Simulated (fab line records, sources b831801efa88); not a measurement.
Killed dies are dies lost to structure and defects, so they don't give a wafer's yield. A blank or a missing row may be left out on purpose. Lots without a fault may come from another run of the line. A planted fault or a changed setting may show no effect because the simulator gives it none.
A struck lot beside a sound one | flow sky130 | 14 steps out of a route of 708
Sound: wafers L137.1, L137.4, L137.5. Struck: wafers L144.1, L144.5, L144.6. The cause comes at the end.
At each step with rows: each side's tool, then ch and its chambers, then its first start. Under that, the readings that differ: sound wafers | struck wafers | difference of the means | sigmas: that difference in standard deviations of wafers without a fault.
alike: readings whose means differ by less than 2 such deviations, and words and numbers that are the same on both sides. not compared: withheld readings, readings that some wafer has no value for, bounds like >300 that may hide the same value, and numbers for which the record gives no deviation and whose values overlap.
The two part at a step that has a row with sigmas, a row that says differs or no value, or rows on one side only. Numbers that don't overlap but have no deviation are shown without sigmas and don't part them. A reading that every wafer of one side lacks parts them only if that side has two wafers or more.

first, 4 steps without rows for these wafers: SKY_LDD_N_SOFTBAKE_03 (time 60 s); SKY_LDD_N_EXPOSE_04 (exposes mask NTM, target cd 840 nm); SKY_LDD_N_PEB_05; SKY_LDD_N_DEVELOP_06 (develop time 60 s).
SKY_LDD_N_OVL_MEAS_07:
  sound on overlay-02, day 20 13:31; struck on overlay-01, day 22 20:51
  alike: LDD_N_OVL
then, 7 steps without rows for these wafers: SKY_LDD_N_IMPLANT_08; SKY_LDD_N_IMPLANT_09; SKY_LDD_N_IMPLANT_10; SKY_LDD_N_IMPLANT_11; SKY_LDD_N_IMPLANT_12; SKY_LDD_N_IMPLANT_13; SKY_LDD_N_IMPLANT_14.
SKY_LDD_N_IMPLANT_15:
  sound on implanter-03 ch 0, day 20 14:36; struck on implanter-01, day 22 21:56
  no value came back on the struck wafers for beam_energy_keV, beam_on_s (s), dose_ions_cm2; on the sound wafers beam_energy_keV reads 49.990 49.994 50.008
SKY_LDD_N_STRIP_16: strips in O2/N2.
  sound on plasma_asher-02 ch 0,1, day 20 14:45; struck on plasma_asher-01 ch 0,1, day 22 22:05
  alike: chamber_pressure_mTorr, drypump_motor_current_A, oes_product_au, strip_time_to_endpoint_s
  not compared: rf_hours_counter_h

WHERE THEY PART
Only at SKY_LDD_N_IMPLANT_15, within this record. Later steps at which nothing parts them and some readings are alike: SKY_LDD_N_STRIP_16.

WHY: what the simulator had put in
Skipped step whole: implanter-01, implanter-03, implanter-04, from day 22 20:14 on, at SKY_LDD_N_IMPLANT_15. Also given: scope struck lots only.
